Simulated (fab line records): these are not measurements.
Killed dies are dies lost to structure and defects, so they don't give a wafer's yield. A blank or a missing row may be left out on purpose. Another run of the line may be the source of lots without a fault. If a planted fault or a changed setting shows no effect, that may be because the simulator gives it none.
A lot that was struck, set against a sound lot    flow sky130    19 out of 708 route steps
Sound: these wafers, L122.3, L122.5, L122.6. Wafers L134.1, L134.2, L134.3 were the ones struck. The cause comes at the end.
Order at every step that has rows: each side's tool, ch and its chambers, its first start. Under that, the readings that differ: sound wafers    struck wafers    difference of the means    sigmas: that difference in standard deviations of wafers without a fault.
alike: words and numbers the same on both sides, and readings whose means are apart by under 2 such deviations; not compared: readings that were withheld, readings missing a value for some wafer, numbers with overlapping values and no deviation given by the record, and bounds like >300 which may hide the same value.
The two part at a step that has a row with sigmas, a row that says differs or no value, or rows on one side only. Numbers that have no deviation but don't overlap get no sigmas and don't part them. A reading that every wafer of one side lacks parts them only if that side has two wafers or more.

first, 1 step without rows for these wafers: SKY_LDD_HVP_IMPLANT_08.
SKY_LDD_HVP_STRIP_09: strips in O2/N2.
  sound on plasma asher-01 ch 0,1, day 22 22:06; struck on plasma asher-01 ch 0,1, day 27 08:42
  alike: drypump motor current A, n2 flow sccm, oes product au, strip time to endpoint s
  not compared: rf hours counter h
SKY_LDD_HVP_TW_MEAS_10:
  sound on film metro-02, day 22 22:11; struck on film metro-04, day 27 08:48
  alike: LDD_HVP_TW
then, 7 steps without rows for these wafers: SKY_LDD_LDN_DEHYDRATE_00 (time 60 s); SKY_LDD_LDN_HMDS_01 (prime time 60 s); SKY_LDD_LDN_COAT_02 (resist thk 1140 nm); SKY_LDD_LDN_SOFTBAKE_03 (time 60 s); SKY_LDD_LDN_EXPOSE_04 (exposes mask LDNTM, target cd 700 nm); SKY_LDD_LDN_PEB_05; SKY_LDD_LDN_DEVELOP_06 (develop time 60 s).
SKY_LDD_LDN_OVL_MEAS_07:
  sound on overlay-01, day 24 03:50; struck on overlay-01, day 28 14:12
reading           sound        struck          difference  sigmas
LDD_LDN_OVL (nm)  2.2 1.3 1.1  -3.5 -1.5 -3.3  -4.3        -4
then, 1 step without rows for these wafers: SKY_LDD_LDN_IMPLANT_08.
SKY_LDD_LDN_IMPLANT_09:
  sound on implanter-03 ch 0, day 24 04:03; struck on implanter-03 ch 0, day 28 14:23
reading             sound                             struck                         difference  sigmas
dose ions cm2       1.2495e+13 1.2491e+13 1.2474e+13  2.049e+12 2.039e+12 2.041e+12  -1.044e+13  -99 or more
faraday current uA  69.6 71.2 68.7                    11.3 11.5 11.5                 -58.4       -42
then, 2 steps without rows for these wafers: SKY_LDD_LDN_IMPLANT_10; SKY_LDD_LDN_IMPLANT_11.
SKY_LDD_LDN_STRIP_12: strips in O2/N2.
  sound on plasma asher-04 ch 0,1, day 24 04:29; struck on plasma asher-03 ch 0,1, day 28 14:50
  alike: drypump motor current A, n2 flow sccm, oes product au, strip time to endpoint s
  not compared: rf hours counter h
SKY_LDD_LDN_TW_MEAS_13:
  sound on film metro-02, day 24 04:34; struck on film metro-02, day 28 14:56
reading     sound           struck          difference  sigmas
LDD_LDN_TW  1464 1456 1470  1361 1371 1368  -97         -5
then, 1 step without rows for these wafers: SKY_LDD_LDN_CLEAN_14 (cleans in SC1/SC2, time 150 s).
-- a jump in the record: the struck wafers' starts before and after are 21 days apart (it breaks off in module LDD_LDN and resumes in module PAD_OPEN, where the first step shown is number 708 of the route) --
SKY_PAD_OPEN_PROBE_99:
  sound on prober-01, day 46 13:17; struck on prober-02, day 49 15:32
reading                          sound           struck          difference  sigmas
model.etest.tip sonos.rs ohm sq  2636 2656 2609  3014 3019 2997  +376        
  alike: killed_at_M0_to_M3, killed_at_M4_up, killed at contacts, killed at front end, killed at other, killed dies, killed open, killed short

WHERE THEY PART
Last at SKY_LDD_LDN_TW_MEAS_13 as far as this record goes, first at SKY_LDD_LDN_OVL_MEAS_07. Later steps at which nothing parts them and some readings are alike: SKY_PAD_OPEN_PROBE_99.

WHY: whatever the simulator had introduced
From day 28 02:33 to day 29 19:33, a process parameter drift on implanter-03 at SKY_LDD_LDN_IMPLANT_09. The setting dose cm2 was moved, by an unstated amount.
